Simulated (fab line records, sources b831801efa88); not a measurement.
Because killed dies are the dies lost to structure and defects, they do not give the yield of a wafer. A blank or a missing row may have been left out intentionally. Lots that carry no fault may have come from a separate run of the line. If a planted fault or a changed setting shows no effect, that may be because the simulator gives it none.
fab line records | flow sky130
record: lots: 6 wafers: 18 lastDay: 50
route steps=708 shown VT_ADJUST_HVTR@139 VT_ADJUST_PCH@143 PAD_OPEN@708
lots untouched by any fault: they come from a run of this same line in which no faults occurred
startH: the number of hours between the record's first day and the start of the first shown wafer of the lot | waitH: hours from the lot's prior step to this one | " same as the row above | L1.1+2: one row covering several wafers at once | - either no value or no given start | * or withheld: withheld | < > ~ a bound
route shown NAME@n: names a module that has steps shown in the file, with the first one's number in the route | usual: mean/standard deviation of fault-free wafers | same: alike in all rows | chamber/n: place in a boat | sites: per-site readings | _std_site: the values' standard deviation | _edge_site: inner sites' mean taken away from outer sites' mean | radiusMm: for every site, how far away it sits from the centre of the wafer | mask NAME#n: copy n | behind: the most recent tool/chamber to have shaped the wafer | hold: the reason the lot was held/the length of the hold in hours/how it ended | device: the n, p or np transistor that did not switch | end of line: tests run on the same wafers once the route is complete | a step without rows: its recipe alone | killed: count of dies lost to structure and defects at first sort (not the wafer's yield) | map: per-die view of a wafer (x killed, . not killed, _ where there is no die)
set.NAME: the run value of the setting; set.NAME@STEP: its run value at that earlier step | model.NAME: the simulator's own value behind a step, which no gauge read
lots seen at some steps along the route; tables by step, rows by wafer
services: a tool's chamber out of use, with start hour (startH, from the record's first day; less than 0 if before it), hours out, and reason
== steps ==
step: SKY_VT_ADJUST_HVTR_OVL_MEAS_08
usual: VT_ADJUST_HVTR_OVL: -0.4/1.3
columns lot.wafer tool chamber startH waitH VT_ADJUST_HVTR_OVL[nm]
L359.3 overlay-02 - 223.71 0.1 -0.1
L359.5 " - " " -0.4
L359.6 " - " " 0.6
L361.1 overlay-02 - 239.35 0.1 -2.2
L361.5 " - " " -1.7
L361.6 " - " " -0.3
L372.1 overlay-01 - 320.99 0.1 -2.6
L372.4 " - " " -2.2
L372.6 " - " " -2.4
L373.1 overlay-01 - 329.54 0.1 -0.1
L373.2 " - " " 1.5
L373.3 " - " " 0.0
L375.1 overlay-02 - 342.20 0.1 -1.2
L375.4 " - " " -1.5
L375.6 " - " " -2.3
L379.1 overlay-01 - 369.24 0.1 -1.6
L379.5 " - " " -0.4
L379.6 " - " " 0.5
step: SKY_VT_ADJUST_HVTR_IMPLANT_09
recipe: species: B energyKev: 10 doseCm2: 2.1e+12 tiltDeg: withheld
step: SKY_VT_ADJUST_HVTR_STRIP_10
recipe: chemistry: O2/N2 powerW: 1400 pressureMtorr: 1500 platenTempC: withheld o2FlowSccm: 3000 n2FlowSccm: 300 overashFraction: 0.5
usual: drypumpMotorCurrentA: 5.4/0.61 oesProductAu: 0.715/0.0047 stripTimeToEndpointS: 14.09/0.043
columns lot.wafer tool chamber startH waitH drypumpMotorCurrentA oesProductAu rfHoursCounterH stripTimeToEndpointS
L359.3 plasmaAsher-01 1 223.91 0.1 5.6 0.707 - 14.17
L359.5 " 0 " " 4.9 0.719 - 14.12
L359.6 " 1 " " 5.6 0.718 - 14.14
L361.1 plasmaAsher-03 0 239.53 0.1 6.5 0.715 43 14.00
L361.5 " 0 " " 6.5 0.723 - 14.04
L361.6 " 1 " " 4.9 0.716 - 14.04
L372.1 plasmaAsher-03 1 321.18 0.1 5.0 0.712 51 14.07
L372.4 " 1 " " 4.9 0.714 - 14.03
L372.6 " 0 " " 6.5 0.718 - 14.01
L373.1 plasmaAsher-03 0 329.73 0.1 6.5 0.719 52 14.12
L373.2 " 1 " " 5.0 0.717 52 14.16
L373.3 " 0 " " 6.5 0.720 - 14.14
L375.1 plasmaAsher-04 0 342.38 0.1 5.0 0.713 65 14.11
L375.4 " 1 " " 5.4 0.705 - 14.11
L375.6 " 0 " " 5.0 0.718 - 14.12
L379.1 plasmaAsher-03 0 369.43 0.1 6.5 0.719 55 14.02
L379.5 " 1 " " 4.9 0.715 - 14.04
L379.6 " 0 " " 6.5 0.720 - 14.04
step: SKY_VT_ADJUST_HVTR_TW_MEAS_11
usual: VT_ADJUST_HVTR_TW: 210.4/1.3
columns lot.wafer tool chamber startH waitH VT_ADJUST_HVTR_TW
L359.3 filmMetro-01 - 224.00 0.1 212.4
L359.5 " - " " 213.1
L359.6 " - " " 213.1
L361.1 filmMetro-01 - 239.63 0.1 213.2
L361.5 " - " " 212.4
L361.6 " - " " 212.8
L372.1 filmMetro-02 - 321.28 0.1 210.2
L372.4 " - " " 208.4
L372.6 " - " " 210.0
L373.1 filmMetro-03 - 329.83 0.1 209.5
L373.2 " - " " 207.7
L373.3 " - " " 208.2
L375.1 filmMetro-01 - 342.48 0.1 211.3
L375.4 " - " " 210.7
L375.6 " - " " 210.9
L379.1 filmMetro-03 - 369.53 0.1 211.5
L379.5 " - " " 211.2
L379.6 " - " " 210.9
step: SKY_VT_ADJUST_PCH_DEHYDRATE_00
recipe: tempC: 200 timeS: 60
step: SKY_VT_ADJUST_PCH_HMDS_01
recipe: primeTimeS: 60 primeTempC: 120
step: SKY_VT_ADJUST_PCH_COAT_02
recipe: spinRpm: 2000 resistThkNm: 3000
step: SKY_VT_ADJUST_PCH_SOFTBAKE_03
recipe: tempC: 110 timeS: withheld
step: SKY_VT_ADJUST_PCH_EXPOSE_04
recipe: maskId: NWM na: 0.6 sourceShape: conventional sigmaOuter: 0.6 polarization: unpolarized targetCdNm: 840 doseMj: 255
step: SKY_VT_ADJUST_PCH_PEB_05
recipe: tempC: 115 timeS: withheld
step: SKY_VT_ADJUST_PCH_DEVELOP_06
recipe: wallAngleDeg: 90 developer: TMAH developTimeS: 60 devTempC: 23
step: SKY_VT_ADJUST_PCH_OVL_MEAS_07
usual: VT_ADJUST_PCH_OVL: -0.2/1.5
columns lot.wafer tool chamber startH waitH VT_ADJUST_PCH_OVL[nm]
L359.3 overlay-01 - 246.74 - 2.0
L359.5 " - " " 1.6
L359.6 " - " " 1.7
L361.1 overlay-01 - 262.62 - -1.3
L361.5 " - " " -0.6
L361.6 " - " " -0.5
L372.1 overlay-02 - 348.32 - 1.9
L372.4 " - " " 1.7
L372.6 " - " " 0.2
L373.1 overlay-02 - 357.27 - -1.2
L373.2 " - " " -1.9
L373.3 " - " " -3.1
L375.1 overlay-02 - 370.32 - 2.2
L375.4 " - " " 1.7
L375.6 " - " " 2.5
L379.1 overlay-02 - 398.57 - -0.3
L379.5 " - " " -0.3
L379.6 " - " " -1.0
step: SKY_VT_ADJUST_PCH_IMPLANT_08
recipe: species: B energyKev: 10 doseCm2: 5e+11 tiltDeg: withheld
usual: beamOnS: 9.99/0.22 endStationPressureTorr: 4.99e-06/2.7e-07 faradayCurrentUA: 2.82/0.06
columns lot.wafer tool chamber startH waitH beamOnS endStationPressureTorr faradayCurrentUA
L359.3 implanter-02 0 246.82 0.1 10.02 4.71e-06 2.81
L359.5 " 0 " " 9.98 4.9e-06 2.82
L359.6 " 0 " " 9.75 5.35e-06 2.89
L361.1 implanter-01 0 262.65 0.0 9.70 4.81e-06 2.89
L361.5 " 0 " " 10.34 4.95e-06 2.73
L361.6 " 0 " " 10.19 4.78e-06 2.77
L372.1 implanter-02 0 348.36 0.0 11.57 8.862e-05 2.43
L372.4 " 0 " " 11.59 9.47e-05 2.42
L372.6 " 0 " " 11.90 8.811e-05 2.36
L373.1 implanter-02 0 357.30 0.0 12.34 8.5e-05 2.27
L373.2 " 0 " " 11.76 7.827e-05 2.40
L373.3 " 0 " " 12.00 8.395e-05 2.35
L375.1 implanter-04 0 370.35 0.0 9.95 5.08e-06 2.84
L375.4 " 0 " " 9.85 4.85e-06 2.86
L375.6 " 0 " " 10.01 4.7e-06 2.80
L379.1 implanter-01 0 398.61 0.0 9.86 5.09e-06 2.86
L379.5 " 0 " " 10.28 5.21e-06 2.74
L379.6 " 0 " " 9.91 5.07e-06 2.84
step: SKY_VT_ADJUST_PCH_STRIP_09
recipe: chemistry: O2/N2 powerW: 1400 pressureMtorr: 1500 platenTempC: withheld o2FlowSccm: 3000 n2FlowSccm: 300 overashFraction: 0.5
usual: drypumpMotorCurrentA: 5.5/0.53 oesProductAu: 0.723/0.0043 stripTimeToEndpointS: 36.95/0.11
columns lot.wafer tool chamber startH waitH drypumpMotorCurrentA oesProductAu rfHoursCounterH stripTimeToEndpointS
L359.3 plasmaAsher-02 1 246.95 0.1 5.5 0.726 - 37.14
L359.5 " 0 " " 6.4 0.726 - 37.05
L359.6 " 1 " " 5.5 0.721 - 37.09
L361.1 plasmaAsher-04 1 262.80 0.1 5.4 0.724 58 36.77
L361.5 " 0 " " 5.0 0.727 - 36.71
L361.6 " 1 " " 5.4 0.717 - 36.71
L372.1 plasmaAsher-02 0 348.51 0.1 6.5 0.723 63 37.17
L372.4 " 0 " " 6.4 0.719 - 37.12
L372.6 " 0 " " 6.5 0.718 - 37.03
L373.1 plasmaAsher-01 1 357.45 0.1 5.6 0.721 22 37.02
L373.2 " 0 " " 4.9 0.722 22 37.02
L373.3 " 1 " " 5.6 0.727 - 36.96
L375.1 plasmaAsher-02 1 370.50 0.1 5.5 0.722 66 36.90
L375.4 " 1 " " 5.5 0.723 - 36.86
L375.6 " 1 " " 5.5 0.723 - 36.96
L379.1 plasmaAsher-04 1 398.76 0.1 5.4 0.723 70 37.05
L379.5 " 1 " " 5.4 0.729 - 37.00
L379.6 " 0 " " 5.0 0.723 - 37.08
step: SKY_VT_ADJUST_PCH_TW_MEAS_10
usual: VT_ADJUST_PCH_TW: 142.8/1.3
columns lot.wafer tool chamber startH waitH hold VT_ADJUST_PCH_TW
L359.3 filmMetro-04 - 247.04 0.1 - 142.5
L359.5 " - " " - 142.7
L359.6 " - " " - 142.6
L361.1 filmMetro-02 - 262.90 0.1 - 142.3
L361.5 " - " " - 142.4
L361.6 " - " " - 142.6
L372.1 filmMetro-02 - 348.61 0.1 awaitDispo/0.2h/release 149.2
L372.4 " - " " awaitDispo/0.2h/release 147.6
L372.6 " - " " awaitDispo/0.2h/release 147.7
L372.1 filmMetro-02 - 348.84 0.2 - 148.1
L372.4 " - " " - 148.4
L372.6 " - " " - 148.5
L373.1 filmMetro-04 - 357.55 0.1 awaitDispo/0.2h/release 150.6
L373.2 " - " " awaitDispo/0.2h/release 149.5
L373.3 " - " " awaitDispo/0.2h/release 149.9
L373.1 filmMetro-04 - 357.78 0.2 - 150.6
L373.2 " - " " - 149.9
L373.3 " - " " - 150.7
L375.1 filmMetro-03 - 370.60 0.1 - 142.5
L375.4 " - " " - 142.4
L375.6 " - " " - 143.0
L379.1 filmMetro-02 - 398.86 0.1 - 141.2
L379.5 " - " " - 141.0
L379.6 " - " " - 140.9
step: SKY_PAD_OPEN_PROBE_99
usual: killed_at_M0_to_M3: 42/7.2 killed_at_M4_up: 3.4/2.1 killedAtContacts: 24/5.4 killedAtFrontEnd: 15/4 killedAtOther: 0.3/0.53 killedDies: 85/8.8 killedOpen: 47/6.7 killedShort: 38/6.5
same: grossDies: 492 killedAtBackSide: 0
columns lot.wafer tool chamber startH waitH killed_at_M0_to_M3 killed_at_M4_up killedAtContacts killedAtFrontEnd killedAtOther killedDies killedOpen killedShort model.etest.pfetG5v0d10v5.offLog10AUm model.etest.pfetG5v0d10v5.vtSatV model.etest.pfet_16v.vtV model.etest.pfetG5v0d10v5.vtV model.etest.pfetG5v0d10v5.vtLongV model.etest.pfet_01v8_lvt.vtSatV model.etest.pfet_01v8_lvt.vtV model.etest.pfet_01v8_lvt.vtLongV
L359.3 prober-01 - 1099.93 0.2 32 4 25 19 0 80 47 32 -12.69 -0.6408 -1.103 -0.8322 -0.9323 -0.4284 -0.524 -0.6427
L359.5 prober-01 - 1100.03 0.2 39 4 22 12 0 77 36 40 -12.15 -0.6005 -1.098 -0.7948 -0.9274 -0.4215 -0.5167 -0.6389
L359.6 prober-01 - 1100.08 0.2 43 4 23 18 0 88 50 38 -12.49 -0.6417 -1.106 -0.8277 -0.9368 -0.4328 -0.523 -0.643
L361.1 prober-01 - 1108.38 0.1 40 2 25 17 0 84 49 35 -12.98 -0.6754 -1.115 -0.8599 -0.9427 -0.462 -0.5461 -0.6633
L361.5 prober-01 - 1108.58 0.2 37 2 24 15 1 79 43 35 -12.81 -0.6424 -1.104 -0.8264 -0.9284 -0.4551 -0.5399 -0.6536
L361.6 prober-01 - 1108.63 0.2 46 1 34 14 1 96 48 48 -12.8 -0.6526 -1.101 -0.8377 -0.9281 -0.4619 -0.545 -0.6579
L372.1 prober-02 - 1168.66 0.1 38 4 22 22 1 87 54 33 -11.81 -0.5536 -1.03 -0.7624 -0.8692 -0.3956 -0.4904 -0.6137
L372.4 prober-02 - 1168.81 0.2 39 4 19 17 1 80 39 39 -11.46 -0.5321 -1.036 -0.7475 -0.8743 -0.3952 -0.4932 -0.6169
L372.6 prober-02 - 1168.91 0.2 37 1 27 12 0 77 37 40 -11.61 -0.5547 -1.038 -0.7646 -0.8797 -0.4041 -0.4964 -0.6182
L373.1 prober-01 - 1176.48 0.1 51 6 15 23 0 95 52 42 -11.28 -0.5086 -1.018 -0.7377 -0.8617 -0.3775 -0.4823 -0.6095
L373.2 prober-01 - 1176.53 0.1 48 3 22 18 0 91 53 36 -11.57 -0.5503 -1.022 -0.7695 -0.8648 -0.3897 -0.4895 -0.6116
L373.3 prober-01 - 1176.58 0.2 35 8 18 20 0 81 52 29 -11.44 -0.5427 -1.014 -0.7678 -0.8583 -0.3662 -0.4719 -0.6003
L375.1 prober-02 - 1181.75 0.1 40 1 28 19 0 88 53 35 -12.69 -0.6401 -1.097 -0.8306 -0.9286 -0.456 -0.5441 -0.6607
L375.4 prober-02 - 1181.90 0.2 33 3 21 11 0 68 46 21 -12.87 -0.6605 -1.092 -0.8418 -0.9219 -0.4518 -0.5382 -0.6554
L375.6 prober-02 - 1182.00 0.2 45 4 25 17 0 91 46 45 -12.48 -0.6246 -1.094 -0.8149 -0.9275 -0.4533 -0.5418 -0.6593
L379.1 prober-02 - 1202.99 0.1 48 6 33 14 0 101 52 49 -12.35 -0.608 -1.081 -0.7986 -0.9076 -0.4404 -0.529 -0.6462
L379.5 prober-02 - 1203.19 0.2 52 6 22 14 0 94 58 36 -12.72 -0.6494 -1.084 -0.8412 -0.9177 -0.4399 -0.5328 -0.6496
L379.6 prober-02 - 1203.24 0.2 29 2 34 15 0 80 47 33 -12.69 -0.6413 -1.088 -0.8346 -0.9152 -0.4496 -0.5367 -0.6532
killed by level:class
L359.3 CONTACT:geometricParticle:open=11 LI_CONTACT:geometricParticle:open=8 METAL2:geometricParticle:short=8 VIA1:geometricParticle:open=6 VIA3:geometricParticle:open=6 VIA2:geometricParticle:open=5 FIELD_ISO:geometricParticle:open=3 FIELD_ISO:geometricParticle:short=3
L359.5 CONTACT:geometricParticle:open=9 VIA2:geometricParticle:open=9 VIA1:geometricParticle:open=8 CONTACT:geometricParticle:short=7 METAL1:geometricParticle:short=5 VIA1:geometricParticle:short=5 POLY_GATE:geometricParticle:short=4 METAL4:geometricParticle:short=4
L359.6 VIA2:geometricParticle:open=10 CONTACT:geometricParticle:open=10 VIA1:geometricParticle:open=8 VIA3:geometricParticle:open=6 METAL2:geometricParticle:short=6 FIELD_ISO:geometricParticle:open=4 FIELD_ISO:geometricParticle:short=4 LI_CONTACT:geometricParticle:open=4
L361.1 CONTACT:geometricParticle:open=11 VIA1:geometricParticle:open=10 METAL2:geometricParticle:short=7 LI_CONTACT:geometricParticle:open=6 FIELD_ISO:geometricParticle:open=5 VIA2:geometricParticle:short=5 LOCAL_INTERCONNECT:geometricParticle:short=4 FIELD_ISO:geometricParticle:short=3
L361.5 VIA1:geometricParticle:open=13 CONTACT:geometricParticle:open=8 LI_CONTACT:geometricParticle:open=5 LOCAL_INTERCONNECT:geometricParticle:short=5 METAL2:geometricParticle:short=4 VIA3:geometricParticle:open=4 FIELD_ISO:geometricParticle:open=3 FIELD_ISO:geometricParticle:short=3
L361.6 LI_CONTACT:geometricParticle:open=17 METAL2:geometricParticle:short=11 VIA1:geometricParticle:open=10 CONTACT:geometricParticle:short=7 METAL1:geometricParticle:short=7 VIA2:geometricParticle:open=5 FIELD_ISO:geometricParticle:short=4 LI_CONTACT:geometricParticle:short=4
L372.1 CONTACT:geometricParticle:open=15 VIA1:geometricParticle:open=9 VIA3:geometricParticle:open=8 VIA2:geometricParticle:open=6 FIELD_ISO:geometricParticle:open=5 METAL1:geometricParticle:short=5 FIELD_ISO:geometricParticle:short=4 POLY_GATE:geometricParticle:short=4
L372.4 METAL3:geometricParticle:short=7 CONTACT:geometricParticle:short=7 VIA1:geometricParticle:open=7 VIA2:geometricParticle:open=7 CONTACT:geometricParticle:open=6 METAL2:geometricParticle:short=5 FIELD_ISO:geometricParticle:open=4 POLY_GATE:geometricParticle:open=4
L372.6 VIA1:geometricParticle:open=10 CONTACT:geometricParticle:short=8 CONTACT:geometricParticle:open=8 METAL2:geometricParticle:short=6 METAL1:geometricParticle:short=6 LI_CONTACT:geometricParticle:open=5 LOCAL_INTERCONNECT:geometricParticle:short=5 VIA2:geometricParticle:open=5
L373.1 VIA2:geometricParticle:open=8 FIELD_ISO:geometricParticle:open=7 METAL2:geometricParticle:short=7 VIA1:geometricParticle:open=7 POLY_GATE:geometricParticle:open=6 VIA3:geometricParticle:open=6 CONTACT:geometricParticle:open=5 VIA3:geometricParticle:short=5
L373.2 VIA1:geometricParticle:open=15 METAL1:geometricParticle:short=10 VIA3:geometricParticle:open=9 LI_CONTACT:geometricParticle:open=8 FIELD_ISO:geometricParticle:open=6 CONTACT:geometricParticle:short=5 POLY_GATE:geometricParticle:open=4 CONTACT:geometricParticle:open=4
L373.3 LI_CONTACT:geometricParticle:open=9 VIA1:geometricParticle:open=8 VIA3:geometricParticle:open=8 POLY_GATE:geometricParticle:open=6 METAL2:geometricParticle:short=5 METAL4:geometricParticle:short=5 VIA2:geometricParticle:open=5 METAL3:geometricParticle:short=5
L375.1 VIA1:geometricParticle:open=12 CONTACT:geometricParticle:open=10 FIELD_ISO:geometricParticle:open=8 LI_CONTACT:geometricParticle:open=6 METAL2:geometricParticle:short=5 VIA1:geometricParticle:short=5 VIA2:geometricParticle:open=5 LI_CONTACT:geometricParticle:short=4
L375.4 VIA1:geometricParticle:open=14 POLY_GATE:geometricParticle:open=7 VIA3:geometricParticle:open=7 CONTACT:geometricParticle:short=6 LI_CONTACT:geometricParticle:open=5 CONTACT:geometricParticle:open=5 LOCAL_INTERCONNECT:geometricParticle:short=3 METAL2:geometricParticle:short=3
L375.6 LI_CONTACT:geometricParticle:open=9 VIA2:geometricParticle:open=9 VIA1:geometricParticle:open=8 VIA1:geometricParticle:short=7 FIELD_ISO:geometricParticle:short=5 LOCAL_INTERCONNECT:geometricParticle:short=4 CONTACT:geometricParticle:open=4 CONTACT:geometricParticle:short=4
L379.1 LI_CONTACT:geometricParticle:open=10 VIA1:geometricParticle:short=10 CONTACT:geometricParticle:open=9 VIA1:geometricParticle:open=8 CONTACT:geometricParticle:short=7 METAL2:geometricParticle:short=6 METAL1:geometricParticle:short=6 VIA3:geometricParticle:open=5
L379.5 VIA1:geometricParticle:open=13 VIA3:geometricParticle:open=12 LI_CONTACT:geometricParticle:open=8 VIA1:geometricParticle:short=7 CONTACT:geometricParticle:open=6 FIELD_ISO:geometricParticle:open=5 METAL4:geometricParticle:short=5 LOCAL_INTERCONNECT:geometricParticle:short=4
L379.6 LI_CONTACT:geometricParticle:open=13 VIA1:geometricParticle:open=11 CONTACT:geometricParticle:open=9 LI_CONTACT:geometricParticle:short=7 FIELD_ISO:geometricParticle:short=5 POLY_GATE:geometricParticle:open=4 VIA1:geometricParticle:short=4 METAL1:geometricParticle:short=3
== services ==
columns tool chamber startH hours kind
plasmaAsher-02 - 204.79 1.5 repair
implanter-04 - 254.27 15.0 repair
implanter-01 - 258.62 0.7 repair
plasmaAsher-03 - 271.22 1.3 repair
implanter-04 - 293.69 4.7 pm
implanter-04 - 314.39 3.2 pm
plasmaAsher-02 - 342.31 1.4 repair
implanter-01 - 343.89 3.1 repair
plasmaAsher-01 - 351.10 2.8 pm
plasmaAsher-03 - 354.28 7.8 repair
implanter-02 - 369.26 3.7 repair
implanter-02 - 372.15 2.2 repair
plasmaAsher-02 - 379.16 0.4 repair
== key ==
firstSign: step: SKY_VT_ADJUST_PCH_IMPLANT_08 reading: endStationPressureTorr direction: up sigmas: 99+ usual: 4.99e-06 struck: 8.644e-05
effect: step: SKY_VT_ADJUST_PCH_IMPLANT_08 reading: beamOnS direction: up sigmas: 8.7 usual: 9.99 struck: 11.86
effect: step: SKY_VT_ADJUST_PCH_TW_MEAS_10 reading: visit direction: added
modelEffect: step: SKY_PAD_OPEN_PROBE_99 value: etest.pfetG5v0d10v5.offLog10AUm without: -12.03 struck: -11.53
metAt SKY_VT_ADJUST_PCH_IMPLANT_08
struckWafers L372.1,L372.4,L372.6,L373.1,L373.2,L373.3
testerLeftOut L372,L373
onsetBetween 246.82 348.36
fault: kind: processParameterDrift tool: implanter-02 chamber: - onsetH: 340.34 steps: SKY_VT_ADJUST_PCH_IMPLANT_08 channel: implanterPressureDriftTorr offset: 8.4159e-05 shape: step endH: 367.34
fault: kind: processParameterDrift tool: implanter-02 chamber: - onsetH: 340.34 steps: SKY_VT_ADJUST_PCH_IMPLANT_08 channel: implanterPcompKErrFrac offset: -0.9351 shape: step endH: 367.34
testerLeftOut: of these lots the tester's yield and bins aren't shown, on N5 and GAA mostly nor the transistor test; their killed dies are dies lost to structure and defects alone, not to doping, threshold or leakage, so they don't give the yield
